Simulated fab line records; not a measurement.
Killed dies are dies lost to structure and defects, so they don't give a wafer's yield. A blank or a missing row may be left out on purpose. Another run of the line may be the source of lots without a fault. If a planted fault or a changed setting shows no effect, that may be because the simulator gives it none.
Which of the tools did it? ; flow sky130 ; 39 wafers from 13 lots sampled at 5 of the route's 708 steps

## WHAT THE GAUGES READ, wafer by wafer
SKY_NWELL_THK_MEAS_02.
lot;measured;on;NWELL_OXIDATION_THK (nm)
L677;day 2 11:35;filmMetro-04;10.06 10.19 10.13
L683;day 3 23:31;filmMetro-01;10.01 9.72 9.97
L684;day 4 06:20;filmMetro-03;9.98 9.81 9.72
L685;day 4 06:20;filmMetro-04;9.81 9.77 9.77
L686;day 4 11:59;filmMetro-04;10.20 10.16 10.05
L688;day 5 00:29;filmMetro-01;9.82 9.76 9.91
L689;day 5 04:55;filmMetro-03;9.41 9.55 9.50
L690;day 5 11:55;filmMetro-01;9.91 9.88 9.99
L691;day 5 14:52;filmMetro-04;9.85 9.67 9.74
L692;day 5 18:49;filmMetro-04;9.95 9.94 9.93
L693;day 5 22:53;filmMetro-03;9.84 10.08 9.85
L694;day 6 04:49;filmMetro-04;9.93 9.87 9.88
L700;day 7 10:07;filmMetro-01;9.66 9.60 9.78

SKY_DNWELL_TW_MEAS_09.
lot;measured;on;DNWELL_TW
L677;day 3 03:00;filmMetro-01;1124 1127 1130
L683;day 4 15:38;filmMetro-04;1123 1120 1125
L684;day 4 23:31;filmMetro-04;1124 1123 1123
L685;day 4 23:52;filmMetro-01;1128 1124 1121
L686;day 5 05:23;filmMetro-03;1103 1102 1102
L688;day 5 18:32;filmMetro-04;1129 1134 1123
L689;day 5 22:06;filmMetro-03;1106 1108 1105
L690;day 6 06:14;filmMetro-03;1100 1107 1104
L691;day 6 08:58;filmMetro-03;1100 1099 1102
L692;day 6 13:58;filmMetro-04;1123 1119 1122
L693;day 6 18:22;filmMetro-04;1128 1137 1133
L694;day 7 00:24;filmMetro-01;1120 1122 1113
L700;day 8 07:28;filmMetro-01;1124 1126 1118

SKY_NWELL_OVL_MEAS_10.
lot;measured;on;NWELL_00_OVL (nm)
L677;day 4 09:57;overlay-01;0.5 -0.8 -0.1
L683;day 6 02:47;overlay-02;-2.0 -2.7 -1.1
L684;day 6 12:07;overlay-01;2.5 1.9 3.5
L685;day 6 12:16;overlay-02;-0.6 -1.5 0.0
L686;day 6 18:23;overlay-02;-1.0 0.4 -1.8
L688;day 7 08:18;overlay-02;0.5 -0.8 -0.6
L689;day 7 12:35;overlay-01;1.1 0.0 1.2
L690;day 7 21:49;overlay-02;157.4 155.1 157.9
L691;day 8 00:30;overlay-01;155.4 155.9 156.7
L692;day 8 05:46;overlay-01;-1.4 -3.0 -2.7
L693;day 8 11:04;overlay-01;156.4 156.5 156.1
L694;day 8 18:37;overlay-02;1.0 0.7 -2.6
L700;day 10 03:01;overlay-02;0.9 -1.1 -1.4

SKY_VT_ADJUST_HVTR_OVL_MEAS_08.
lot;measured;on;VT_ADJUST_HVTR_OVL (nm)
L677;day 9 07:53;overlay-01;2.6 3.0 1.5
L683;day 11 11:13;overlay-01;-1.1 -0.5 -2.6
L684;day 11 21:22;overlay-01;-1.0 0.5 -0.5
L685;day 11 22:20;overlay-02;0.4 0.8 2.6
L686;day 12 08:24;overlay-02;-0.5 -0.8 -0.5
L688;day 13 00:37;overlay-01;-2.1 -1.2 -0.4
L689;day 13 07:24;overlay-02;-2.1 -2.1 -0.8
L690;day 13 17:29;overlay-02;1.7 0.2 -1.5
L691;day 13 20:14;overlay-02;-2.7 -3.1 -2.1
L692;day 14 01:08;overlay-01;-0.2 -0.4 -1.7
L693;day 14 06:43;overlay-02;-1.8 -0.4 -1.5
L694;day 14 17:30;overlay-01;1.3 -1.5 -1.4
L700;day 16 10:35;overlay-02;-0.1 1.2 -0.8

## TOOL THAT RAN EACH LOT (tool first, then ch and the chambers of the sampled wafers, then the start)
lot;SKY_NWELL_EXPOSE_07
L677;ilineStepper-02 ch 0, day 4 02:43
L683;ilineStepper-02 ch 0, day 5 18:25
L684;ilineStepper-02 ch 0, day 6 01:48
L685;ilineStepper-02 ch 0, day 6 02:26
L686;ilineStepper-02 ch 0, day 6 09:07
L688;ilineStepper-02 ch 0, day 6 22:15
L689;ilineStepper-01 ch 0, day 7 02:58
L690;ilineStepper-02 ch 0, day 7 12:19
L691;ilineStepper-02 ch 0, day 7 14:32
L692;ilineStepper-01 ch 0, day 7 18:52
L693;ilineStepper-02 ch 0, day 8 00:22
L694;ilineStepper-01 ch 0, day 8 07:51
L700;ilineStepper-01 ch 0, day 9 15:57
- SKY_NWELL_EXPOSE_07: exposes mask NWM, target cd 840 nm.

## WHAT THE TOOLS THEMSELVES READ (means of the sampled wafers that have a number; where no wafer has one, the mark that the record gives instead)
SKY_NWELL_EXPOSE_07.
lot;tool;stageVelMmS (mm/s)
L677;ilineStepper-02;499.96
L683;ilineStepper-02;500.35
L684;ilineStepper-02;499.60
L685;ilineStepper-02;499.91
L686;ilineStepper-02;500.04
L688;ilineStepper-02;500.21
L689;ilineStepper-01;499.89
L690;ilineStepper-02;500.19
L691;ilineStepper-02;500.17
L692;ilineStepper-01;499.95
L693;ilineStepper-02;499.81
L694;ilineStepper-01;499.99
L700;ilineStepper-01;500.22

## THE ANSWER, worked out from the rows above alone
Rule: the lots themselves supply what counts as usual. Put in order of their means at a reading, lots are off if they are a third of the lots or fewer, leave a main group of 4 or more, and stand apart from it by a gap of 3 or more times the standard deviation of the main group's means; of several such gaps the widest counts. The tables above print the reading to a certain number of digits; a main group whose means all agree to those digits is not used. Also off: a lot with no number at a reading for which 4 or more lots have one. Any other lot the step has rows for is counted as sound. After the gauges, taken in route order, come the tools' own readings; for these a lot's mean is taken, as printed above. The first step at which some lot is off is used, and at that step the reading that is off furthest; a lot without a number counts as furthest.
Off: L690, L691, L693, at SKY_NWELL_OVL_MEAS_10 (NWELL_00_OVL). The main group has a mean of -0.4 nm with a standard deviation of 1.3.
A tool fits if, at a process step before that reading, it ran every lot that is off, and no sound lot after the first of them. Those tools and the gauges at SKY_NWELL_OVL_MEAS_10 are tried in the same way. One fits: ilineStepper-02 at SKY_NWELL_EXPOSE_07. Its last sound lot is L688 (day 6 22:15), its first lot that is off L690 (day 7 12:19): a fault that began between those two fits.

## WHAT THE SIMULATOR PUT IN
Scanner matching overlay: ilineStepper-02, from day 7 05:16 on, at SKY_NWELL_EXPOSE_07. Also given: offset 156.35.
Lots struck among those shown: L690, L691, L693. The rule given above showed the same thing.
